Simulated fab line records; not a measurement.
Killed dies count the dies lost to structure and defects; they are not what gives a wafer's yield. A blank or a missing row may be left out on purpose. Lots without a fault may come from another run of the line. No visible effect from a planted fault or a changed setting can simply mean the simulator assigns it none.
A lot that was struck, set against a sound lot + flow sky130 + 30 out of 708 route steps
Sound: the wafers L504.1, L504.3, L504.4. Struck: wafers L516.1, L516.4, L516.5. Last of all comes the cause.
At each step with rows: each side's tool, then ch and its chambers, then its first start. Under that, the readings that differ: sound wafers + struck wafers + difference of the means + sigmas: that difference in standard deviations of wafers without a fault.
alike: readings whose means differ by less than 2 such deviations, and words and numbers that are the same on both sides. not compared: withheld readings, readings that some wafer has no value for, bounds like >300 that may hide the same value, and numbers for which the record gives no deviation and whose values overlap.
A row with sigmas, a row that says differs or no value, or rows on one side alone: a step with any of these is where the two part. When numbers do not overlap yet have no deviation, they are printed without sigmas and do not part them. A reading missing from all wafers of one side parts the sides only when that side holds two or more wafers.

first, 5 steps without rows for these wafers: SKY_SONOS_ONO_COAT_08 (resist thk 1140 nm); SKY_SONOS_ONO_SOFTBAKE_09 (time 60 s); SKY_SONOS_ONO_EXPOSE_10 (exposes mask ONOM, target cd 410 nm); SKY_SONOS_ONO_PEB_11; SKY_SONOS_ONO_DEVELOP_12 (develop time 60 s).
SKY_SONOS_ONO_CD_MEAS_13: target cd 410 nm.
  sound on cd sem-02 at day 13 08:29; struck on cd sem-02 at day 17 07:07
  alike: cd nm
SKY_SONOS_ONO_OVL_MEAS_14:
  sound on overlay-01 at day 13 08:37; struck on overlay-02 at day 17 07:14
  alike: SONOS_ONO_OVL
SKY_SONOS_ONO_ETCH_15: etches the open film in CHF3/O2, target depth 19.52 nm, time 7.8 s.
  sound on rie diel-01 ch 0,1,3, day 13 08:39; struck on rie diel-01 ch 0,1,2, day 17 07:17
  alike: drypump motor current A, oes product au, throttle valve pct
  not compared: rf hours counter h
then, 1 step without rows for these wafers: SKY_SONOS_ONO_WET_ETCH_16 (etches SiO2 in dHF, target depth 14 nm, time 280 s).
SKY_SONOS_ONO_STRIP_17: strips in O2/N2.
  sound on plasma asher-02 ch 0,1, day 13 08:46; struck on plasma asher-02 ch 0,1, day 17 07:25
  alike: drypump motor current A, oes product au, strip time to endpoint s
  not compared: rf hours counter h
then, 2 steps without rows for these wafers: SKY_SONOS_ONO_WET_ETCH_18 (etches Si3N4 in H3PO4, target depth 15 nm, time 172 s); SKY_GATE_OXIDE_CLEAN_00 (cleans in SC1/SC2, time 150 s).
SKY_GATE_OXIDE_OXIDATION_01: stabilise 600 s, purge 300 s, target thk 10.268 nm.
  sound on furnace-01 ch 0, day 13 11:40; struck on furnace-01 ch 0, day 17 09:10
| reading                                           | sound             | struck               | difference | sigmas |
|---------------------------------------------------|-------------------|----------------------|------------|--------|
| spike tc bottom C (C)                             | 918.4 920.1 920.1 | 915.0 914.1 913.5    | -5.3       | -5     |
| spike tc centre C (C)                             | 899.1 900.1 901.4 | 892.5 896.2 896.4    | -5.2       | -4     |
| spike tc lower C (C)                              | 898.6 898.9 899.7 | 892.4 893.5 892.7    | -6.2       | -5     |
| spike tc top C (C)                                | 906.0 906.6 907.3 | 901.7 902.5 899.2    | -5.5       | -5     |
| spike tc upper C (C)                              | 900.0 900.3 899.2 | 894.3 896.5 893.0    | -5.2       | -4     |
| tube center temp C (C)                            | 900 900.1 900.11  | 894.05 894.03 894.03 | -6.03      | -84    |
| tube_center_temp_C_max                            | 902.6 902.7 902.0 | 895.6 896.3 896.1    | -6.4       | -16    |
| model.SiO2_of_GATE_OXIDE_OXIDATION_01.thk nm (nm) | 10.55 10.57 10.59 | 9.582 9.549 9.631    | -0.983     |        |
SKY_GATE_OXIDE_THK_MEAS_02:
  sound on film metro-04 at day 13 13:04; struck on film metro-04 at day 17 10:34
| reading                          | sound             | struck         | difference | sigmas |
|----------------------------------|-------------------|----------------|------------|--------|
| GATE_OXIDE_OXIDATION_00_THK (nm) | 10.54 10.58 10.56 | 9.59 9.53 9.62 | -0.98      | -5     |
then, 7 steps without rows for these wafers: SKY_GATE_OXIDE_DEHYDRATE_03 (time 60 s); SKY_GATE_OXIDE_HMDS_04 (prime time 60 s); SKY_GATE_OXIDE_COAT_05 (resist thk 1140 nm); SKY_GATE_OXIDE_SOFTBAKE_06 (time 60 s); SKY_GATE_OXIDE_EXPOSE_07 (exposes mask LVOM, target cd 600 nm); SKY_GATE_OXIDE_PEB_08; SKY_GATE_OXIDE_DEVELOP_09 (develop time 60 s).
SKY_GATE_OXIDE_OVL_MEAS_10:
  sound on overlay-01 at day 14 15:13; struck on overlay-02 at day 18 15:41
| reading             | sound       | struck         | difference | sigmas |
|---------------------|-------------|----------------|------------|--------|
| GATE_OXIDE_OVL (nm) | 0.5 0.9 2.0 | -5.0 -5.6 -3.4 | -5.8       | -4     |
then, 2 steps without rows for these wafers: SKY_GATE_OXIDE_IMPLANT_11; SKY_GATE_OXIDE_WET_ETCH_12 (etches SiO2 in dHF, target depth 16.8 nm, time 336 s).
SKY_GATE_OXIDE_STRIP_13: strips in O2/N2.
  sound on plasma asher-01 ch 0,1, day 14 15:32; struck on plasma asher-02 ch 0, day 18 15:59
  alike: drypump motor current A, oes product au, strip time to endpoint s
  not compared: rf hours counter h
SKY_GATE_OXIDE_TW_MEAS_14:
  sound on film metro-04 at day 14 15:38; struck on film metro-01 at day 18 16:05
  alike: GATE_OXIDE_TW
then, 1 step without rows for these wafers: SKY_GATE_OXIDE_CLEAN_15 (cleans in SC1/SC2, time 150 s).
SKY_GATE_OXIDE_OXIDATION_16: stabilise 600 s, purge 300 s, target thk 3.57 nm.
  sound on furnace-01 ch 0, day 14 15:56; struck on furnace-02 ch 0, day 18 19:12
| reading                                           | sound             | struck            | difference | sigmas |
|---------------------------------------------------|-------------------|-------------------|------------|--------|
| spike tc centre C (C)                             | 801.2 802.4 801.1 | 798.6 800.1 798.7 | -2.4       | -2     |
| model.SiO2_of_GATE_OXIDE_OXIDATION_01.thk nm (nm) | 11.9 11.93 11.95  | 10.96 10.91 11.02 | -0.96      |        |
  alike: spike tc bottom C, spike tc lower C, spike tc top C, spike tc upper C, tube center temp C, tube_center_temp_C_max
then, 1 step without rows for these wafers: SKY_POLY_GATE_CVD_00 (deposits poly-Si, target thk 180 nm, time 720 s).
-- the record jumps here: 30 days lie between the struck wafers' starts before and after (it left off in module POLY_GATE and takes up again in module PAD_OPEN, whose first step shown is number 708 of the route) --
SKY_PAD_OPEN_PROBE_99:
  sound on prober-01 at day 46 03:40; struck on prober-01 at day 49 03:02
| reading                                | sound                         | struck                       | difference | sigmas |
|----------------------------------------|-------------------------------|------------------------------|------------|--------|
| model.etest.nfet_16v.r on ohm um       | 1.431e+04 1.438e+04 1.452e+04 | 1.334e+04 1.348e+04 1.35e+04 | -9.633e+02 |        |
| model.etest.pfet g5v0d10v5.r on ohm um | 4765 4714 4815                | 4551 4575 4697               | -157       |        |
| model.etest.tip sonos.rs ohm sq        | 2646 2640 2608                | 2479 2486 2541               | -129       |        |
| model.etest.nfet g5v0d10v5.r on ohm um | 1895 1901 1935                | 1792 1808 1848               | -94        |        |
| model.etest.nfet g5v0d10v5.drive ua um | 592.2 585.4 584.4             | 639.9 644.8 644.6            | +55.8      |        |
| model.etest.nfet_05v0_nvt.drive ua um  | 565.7 564.8 557.3             | 605 608.3 606.2              | +44        |        |
| model.etest.pfet g5v0d10v5.drive ua um | 338.6 343.4 337               | 363.6 357 351.9              | +17.8      |        |
| model.etest.nfet_16v.drive ua um       | 216.9 215.8 213.4             | 238 240.1 237                | +23        |        |
  alike: killed_at_M0_to_M3, killed_at_M4_up, killed at contacts, killed at front end, killed at other, killed dies, killed open, killed short

== WHERE THEY PART ==
Last at SKY_GATE_OXIDE_OXIDATION_16 as far as this record goes, first at SKY_GATE_OXIDE_OXIDATION_01. Later steps at which nothing parts them and some readings are alike: SKY_PAD_OPEN_PROBE_99.

WHY: whatever the simulator had introduced
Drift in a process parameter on furnace-01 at SKY_GATE_OXIDE_OXIDATION_01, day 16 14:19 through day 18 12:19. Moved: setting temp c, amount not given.
